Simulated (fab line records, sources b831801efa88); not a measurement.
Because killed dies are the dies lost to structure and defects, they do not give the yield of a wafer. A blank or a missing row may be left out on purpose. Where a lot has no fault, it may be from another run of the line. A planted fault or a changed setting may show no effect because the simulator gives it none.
Chamber matching || flow sky130 || rieSi-02 running SKY_POLY_GATE_ETCH_17: 4 sister chambers
The step etches poly-Si in HBr/Cl2, stops on SiO2, target depth 180 nm, time 70.5 s. 14 wafers are shown with their chamber, then 7 later ones without.

== WAFERS, EACH WITH ITS CHAMBER ==
{"wafer": "L735.2", "chamber": 2, "chamberPressureMTorr (mTorr)": 9.997, "oesProductAu (a.u.)": 0.977, "throttleValvePct (%)": 33.689}
{"wafer": "L735.3", "chamber": 3, "chamberPressureMTorr (mTorr)": 10.007, "oesProductAu (a.u.)": 0.983, "throttleValvePct (%)": 33.683}
{"wafer": "L735.6", "chamber": 1, "chamberPressureMTorr (mTorr)": 10.007, "oesProductAu (a.u.)": 0.982, "throttleValvePct (%)": 33.673}
{"wafer": "L736.2", "chamber": 1, "chamberPressureMTorr (mTorr)": 10.008, "oesProductAu (a.u.)": 0.995, "throttleValvePct (%)": 33.683}
{"wafer": "L736.3", "chamber": 3, "chamberPressureMTorr (mTorr)": 10.010, "oesProductAu (a.u.)": 0.996, "throttleValvePct (%)": 33.695}
{"wafer": "L736.5", "chamber": 2, "chamberPressureMTorr (mTorr)": 10.014, "oesProductAu (a.u.)": 0.989, "throttleValvePct (%)": 33.694}
{"wafer": "L738.1", "chamber": 3, "chamberPressureMTorr (mTorr)": 9.986, "oesProductAu (a.u.)": 0.985, "throttleValvePct (%)": 33.683}
{"wafer": "L738.5", "chamber": 0, "chamberPressureMTorr (mTorr)": 10.002, "oesProductAu (a.u.)": 0.990, "throttleValvePct (%)": 33.691}
{"wafer": "L738.6", "chamber": 1, "chamberPressureMTorr (mTorr)": 9.995, "oesProductAu (a.u.)": 0.978, "throttleValvePct (%)": 33.693}
{"wafer": "L746.1", "chamber": 2, "chamberPressureMTorr (mTorr)": 10.016, "oesProductAu (a.u.)": 0.988, "throttleValvePct (%)": 33.680}
{"wafer": "L746.4", "chamber": 1, "chamberPressureMTorr (mTorr)": 10.001, "oesProductAu (a.u.)": 0.986, "throttleValvePct (%)": 33.699}
{"wafer": "L746.6", "chamber": 3, "chamberPressureMTorr (mTorr)": 9.987, "oesProductAu (a.u.)": 0.993, "throttleValvePct (%)": 33.684}
{"wafer": "L748.1", "chamber": 3, "chamberPressureMTorr (mTorr)": 9.996, "oesProductAu (a.u.)": 1.001, "throttleValvePct (%)": 33.689}
{"wafer": "L748.3", "chamber": 0, "chamberPressureMTorr (mTorr)": 10.014, "oesProductAu (a.u.)": 0.989, "throttleValvePct (%)": 33.678}

SIGNATURES (averages over the wafers above)
{"reading": "chamberPressureMTorr", "chamber 0": 10.00800, "chamber 1": 10.00275, "chamber 2": 10.00900, "chamber 3": 9.99720, "scatter within a chamber": 0.00943}
{"reading": "oesProductAu", "chamber 0": 0.98950, "chamber 1": 0.98525, "chamber 2": 0.98467, "chamber 3": 0.99160, "scatter within a chamber": 0.00689}
{"reading": "throttleValvePct", "chamber 0": 33.68450, "chamber 1": 33.68700, "chamber 2": 33.68767, "chamber 3": 33.68680, "scatter within a chamber": 0.00828}
Rule: a wafer lies at a distance from a chamber equal to the root of the sum of squares, over the readings, of (its reading less the chamber's mean, divided by the reading's scatter). If the next closest chamber is less than 2 further off than the closest, the wafer can't be placed; otherwise it belongs to the closest. The scatter: take each reading less its chamber's mean, square it, sum over the shown wafers, divide by the number of wafers less the number of chambers, and take the root.

== WAFERS MISSING THEIR CHAMBER ==
{"wafer": "L748.4", "chamberPressureMTorr (mTorr)": 10.006, "oesProductAu (a.u.)": 0.997, "throttleValvePct (%)": 33.696}
{"wafer": "L754.1", "chamberPressureMTorr (mTorr)": 9.993, "oesProductAu (a.u.)": 0.997, "throttleValvePct (%)": 33.688}
{"wafer": "L754.2", "chamberPressureMTorr (mTorr)": 10.010, "oesProductAu (a.u.)": 0.993, "throttleValvePct (%)": 33.675}
{"wafer": "L754.4", "chamberPressureMTorr (mTorr)": 9.997, "oesProductAu (a.u.)": 1.000, "throttleValvePct (%)": 33.670}
{"wafer": "L756.1", "chamberPressureMTorr (mTorr)": 9.989, "oesProductAu (a.u.)": 0.990, "throttleValvePct (%)": 33.679}
{"wafer": "L756.3", "chamberPressureMTorr (mTorr)": 10.004, "oesProductAu (a.u.)": 0.985, "throttleValvePct (%)": 33.680}
{"wafer": "L756.5", "chamberPressureMTorr (mTorr)": 9.995, "oesProductAu (a.u.)": 0.985, "throttleValvePct (%)": 33.689}

== WHICH CHAMBER EACH WENT THROUGH ==
{"wafer": "L748.4", "from the rows above": "can't be placed: 3 or 0 or 1 or 2", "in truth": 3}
{"wafer": "L754.1", "from the rows above": "can't be placed: 3 or 0 or 1 or 2", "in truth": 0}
{"wafer": "L754.2", "from the rows above": "can't be placed: 0 or 2 or 3 or 1", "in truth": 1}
{"wafer": "L754.4", "from the rows above": "can't be placed: 3 or 0 or 1 or 2", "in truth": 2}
{"wafer": "L756.1", "from the rows above": "can't be placed: 3 or 1 or 0 or 2", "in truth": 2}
{"wafer": "L756.3", "from the rows above": "can't be placed: 1 or 0 or 2 or 3", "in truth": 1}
{"wafer": "L756.5", "from the rows above": "can't be placed: 1 or 3 or 2 or 0", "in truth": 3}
Correctly placed: 0 of 7. From these rows, 7 cannot be placed; in 7 the true chamber is one of the candidates. Wrongly placed: 0.
